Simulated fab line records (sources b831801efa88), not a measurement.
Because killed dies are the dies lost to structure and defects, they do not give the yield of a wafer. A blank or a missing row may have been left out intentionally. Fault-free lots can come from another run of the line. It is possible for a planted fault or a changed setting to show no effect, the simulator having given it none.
One fault seen from 2 desks	flow sky130	what lay behind the numbers comes last; until then each desk has only its own

## AT THE TOOL OWNER'S DESK: implanter-01
The tool's own readings at SKY_PWDE_IMPLANT_08, given as means over the sampled wafers that have a number, one for each lot that went through this tool. Any lot whose mean is over 4 standard deviations away from the usual mean is out of limits and marked OUT; that distance is given in the brackets.
Columns: A = beam-on-s at SKY_PWDE_IMPLANT_08, usual 10.01 s; B = dose-ions-cm2 at SKY_PWDE_IMPLANT_08, usual 3.6e+12; C = end-station-pressure-torr at SKY_PWDE_IMPLANT_08, usual 5.02e-06 Torr; D = faraday-current-uA at SKY_PWDE_IMPLANT_08, usual 20.3
lot	first seen here	A	B	C	D
L674	day 3 22:08	10.08	3.6e+12	5.00e-06	20.1
L677	day 4 16:42	10.08	3.6e+12	5.10e-06	20.1
L686	day 6 20:00	10.14	3.6e+12	4.97e-06	20.1
L688	day 7 03:36	12.42 (+11) OUT	3.6e+12	9.88e-05 (+99 or more) OUT	16.5 (-9.0) OUT
L692	day 8 02:49	12.14 (+10) OUT	3.6e+12	9.80e-05 (+99 or more) OUT	16.9 (-8.0) OUT
This desk's verdict: out of limits on L688, L692, starting with L688 at day 7 03:36 (beam-on-s at SKY_PWDE_IMPLANT_08). L674, L677, L686 stayed within limits.

## METROLOGY DESK
What the gauges read for every lot (on any tool): the sampled wafers with a number, averaged. Any lot whose mean is over 4 standard deviations away from the usual mean is out of limits and marked OUT; that distance is given in the brackets.
Columns: A = DNWELL_TW at SKY_DNWELL_TW_MEAS_09, usual 1121; B = PWDE_TW at SKY_PWDE_TW_MEAS_10, usual 376.3; C = NWELL_2_TW at SKY_NWELL_TW_MEAS_26, usual 499; D = PWDE_RS at SKY_NWELL_RS_MEAS_31, usual 5274 ohm/sq
lot	first seen here	A	B	C	D
L674	day 3 06:32	1124	376.6	503	5294
L677	day 3 23:55	1114	378.7	500	5266
L678	day 4 02:32	1127	378.6	506	5289
L679	day 4 07:53	1133	375.2	494	5296
L682	day 5 00:23	1113	374.0	505	5269
L683	day 5 04:05	1119	378.9	496	5272
L684	day 5 09:40	1121	374.1	495	5272
L686	day 6 00:10	1119	379.9	495	5270
L688	day 6 08:44	1128	400.2 (+10) OUT	495	4522 (-42) OUT
L692	day 7 06:20	1119	400.1 (+9.9) OUT	494	4523 (-42) OUT
L697	day 8 06:19	1125	376.5	500	5262
This desk's result: L688, L692 out of limits, first on L688 (PWDE_TW at SKY_PWDE_TW_MEAS_10), day 7 03:51. L674, L677, L678, L679, L682, L683, L684, L686, L697 stayed within limits.

## TAKEN TOGETHER
At day 7 03:36, on L688, L692, the tool owner's desk was in a position to raise an alarm.
Metrology desk: alarm possible at day 7 03:51 on L688, L692.
Every lot named ran SKY_PWDE_IMPLANT_08 on implanter-01.

## WHAT THE SIMULATOR PUT IN
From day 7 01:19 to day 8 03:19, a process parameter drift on implanter-01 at SKY_PWDE_IMPLANT_08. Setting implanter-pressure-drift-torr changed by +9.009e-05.
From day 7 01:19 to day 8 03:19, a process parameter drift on implanter-01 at SKY_PWDE_IMPLANT_08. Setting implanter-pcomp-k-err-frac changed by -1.
Shown lots that were struck: L688, L692.
Counting hours from when the fault started, the first reading out of limits came at 2 for the tool owner's desk and at 3 for the metrology desk.
